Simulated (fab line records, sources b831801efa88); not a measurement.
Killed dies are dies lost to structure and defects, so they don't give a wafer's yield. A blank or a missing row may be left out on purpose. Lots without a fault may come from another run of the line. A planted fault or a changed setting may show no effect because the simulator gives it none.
A struck lot beside a sound one | flow sky130 | 16 steps out of a route of 708
Sound: wafers L327.1, L327.2, L327.4. Struck: wafer L334.2. (L334.1, L334.5 of the same lot were not struck and are left out.) The cause comes at the end.
At each step with rows: each side's tool, then ch and its chambers, then its first start. Under that, the readings that differ: sound wafers | struck wafers | difference of the means | sigmas: that difference in standard deviations of wafers without a fault.
alike: readings whose means differ by less than 2 such deviations, and words and numbers that are the same on both sides. not compared: withheld readings, readings that some wafer has no value for, bounds like >300 that may hide the same value, and numbers for which the record gives no deviation and whose values overlap.
The two part at a step that has a row with sigmas, a row that says differs or no value, or rows on one side only. Numbers that don't overlap but have no deviation are shown without sigmas and don't part them. A reading that every wafer of one side lacks parts them only if that side has two wafers or more.

first, 9 steps without rows for these wafers: SKY_CAP2M_CLEAN_17 (cleans in O3/DIW); SKY_METAL4_DEHYDRATE_05 (time 60 s); SKY_METAL4_HMDS_06 (prime time 60 s); SKY_METAL4_COAT_07 (resist thk 60 nm); SKY_METAL4_COAT_08 (resist thk 1158 nm); SKY_METAL4_SOFTBAKE_09 (time 90 s); SKY_METAL4_EXPOSE_10 (exposes mask MM4, target cd 300 nm); SKY_METAL4_PEB_11; SKY_METAL4_DEVELOP_12 (develop time 60 s).
SKY_METAL4_CD_MEAS_13: target cd 300 nm.
  sound on cd_sem-01, day 41 12:14; struck on cd_sem-01, day 43 12:50
  alike: cd_nm
SKY_METAL4_OVL_MEAS_14:
  sound on overlay-01, day 41 12:21; struck on overlay-02, day 43 12:57
  alike: METAL4_OVL
SKY_METAL4_DESCUM_15: chemistry O2, time 8 s.
  sound on rie_metal-03 ch 0,1, day 41 12:23; struck on rie_metal-01 ch 0, day 43 12:59
  alike: drypump_motor_current_A, oes_product_au
  not compared: rf_hours_counter_h
SKY_METAL4_ETCH_16: etches BARC in N2/H2, stops on SiO2, time 88.2 s, target depth 60 nm.
  sound on rie_metal-03 ch 0,1, day 41 12:25; struck on rie_metal-01 ch 0, day 43 13:01
  reading                                       | sound             | struck | difference | sigmas
  oes_product_au (a.u.)                         | 0.628 0.627 0.620 | 0.766  | +0.141     | +30
  run_length_s (s)                              | 117.1 116.6 116.9 | 95.5   | -21.4      | -49
  model.KrF-thick_of_METAL4_COAT_08.thk_nm (nm) | 1093 1097 1096    | 1106   | +11        |
  model.METAL4.cd_nm (nm)                       | 304 301.2 303.1   | 300.7  | -2.1       |
  alike: drypump_motor_current_A, throttle_valve_pct
  not compared: rf_hours_counter_h
SKY_METAL4_ETCH_17: etches SiO2 in C4F8/O2/Ar, stops on TiN, time 3.9 s, target depth 15 nm.
  sound on rie_diel-04 ch 1,2,3, day 41 12:31; struck on rie_diel-01 ch 1, day 43 13:07
  reading                 | sound           | struck | difference | sigmas
  rf_hours_counter_h (h)  | 26 21 22        | 18     | -5         |
  model.METAL4.cd_nm (nm) | 304 301.5 303.1 | 300.5  | -2.4       |
  alike: oes_product_au
SKY_METAL4_METAL_ETCH_18: etches the open film in Cl2/BCl3, stops on SiO2, target depth 845 nm, time 183.1 s.
  sound on rie_metal-01 ch 0,1, day 41 12:32; struck on rie_metal-02 ch 1, day 43 13:08
  reading                     | sound       | struck | difference | sigmas
  drypump_motor_current_A (A) | 5.0 5.8 5.7 | 6.6    | +1.1       | +2
  alike: oes_product_au, run_length_s, throttle_valve_pct
  not compared: rf_hours_counter_h
-- the record jumps here: 4 days lie between the struck wafers' starts before and after (it left off in module METAL4 and takes up again in module PAD_OPEN, whose first step shown is number 708 of the route) --
SKY_PAD_OPEN_PROBE_99:
  the record has rows for the struck wafers here (prober-01, day 47 06:55) and none for the sound ones

WHERE THEY PART
First at SKY_METAL4_ETCH_16; last, within this record, at SKY_PAD_OPEN_PROBE_99.

WHY: what the simulator had put in
Process parameter drift: rie_metal-01, from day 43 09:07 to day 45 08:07, at SKY_METAL4_ETCH_16. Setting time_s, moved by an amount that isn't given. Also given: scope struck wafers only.
